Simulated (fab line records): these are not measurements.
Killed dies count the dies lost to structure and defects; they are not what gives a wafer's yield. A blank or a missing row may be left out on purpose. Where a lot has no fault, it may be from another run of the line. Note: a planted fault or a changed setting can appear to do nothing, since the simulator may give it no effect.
Matching of chambers + flow sky130 + cmp-02 running SKY_LI_CONTACT_CMP_02: 4 sister chambers
The step polishes PSG. 4 wafers are shown with their chamber, then 12 later ones without.

## WAFERS, EACH WITH ITS CHAMBER
| wafer  | chamber | motorCurrentA (A) |
|--------|---------|-------------------|
| L086.6 | 3       | 12.0              |
| L088.1 | 1       | 12.2              |
| L088.2 | 0       | 13.4              |
| L088.3 | 2       | 11.5              |

## WAFERS WITH NO CHAMBER GIVEN
| wafer  | motorCurrentA (A) |
|--------|-------------------|
| L090.1 | 11.7              |
| L090.3 | 13.0              |
| L090.5 | 12.5              |
| L092.1 | 13.4              |
| L092.2 | 12.3              |
| L092.5 | 13.1              |
| L092.3 | 13.1              |
| L092.4 | 11.3              |
| L092.6 | 11.8              |
| L094.1 | 11.7              |
| L094.2 | 11.7              |
| L094.4 | 13.2              |

## EACH ONE'S CHAMBER
| wafer  | from the rows above          | in truth                   |
|--------|------------------------------|----------------------------|
| L090.1 | can't be placed: 2 or 3 or 1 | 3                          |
| L090.3 | can't be placed: 0 or 1      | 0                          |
| L090.5 | can't be placed: 1 or 3      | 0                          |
| L092.1 | 0                            | 0                          |
| L092.2 | can't be placed: 1 or 3      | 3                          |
| L092.5 | 0                            | 0                          |
| L092.3 | 0                            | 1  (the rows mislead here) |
| L092.4 | 2                            | 2                          |
| L092.6 | can't be placed: 3 or 2 or 1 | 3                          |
| L094.1 | can't be placed: 2 or 3 or 1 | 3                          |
| L094.2 | can't be placed: 2 or 3 or 1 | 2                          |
| L094.4 | 0                            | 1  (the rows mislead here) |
Correctly placed: 3 of 12. Cannot be placed on the basis of these rows: 7; the candidates contain the true chamber in 6. Number placed wrongly: 2.
How it was worked out, from the rows above alone: a wafer's distance from a chamber is the root of the sum, over the readings, of the square of ((its reading less the chamber's mean) divided by the reading's scatter). If the next closest chamber is less than 2 further off than the closest, the wafer can't be placed; otherwise it belongs to the closest. A chamber's mean is the mean of its shown wafers. The scatter: root of mean squared gap, hidden wafer to nearest shown wafer, with one shown wafer a chamber.
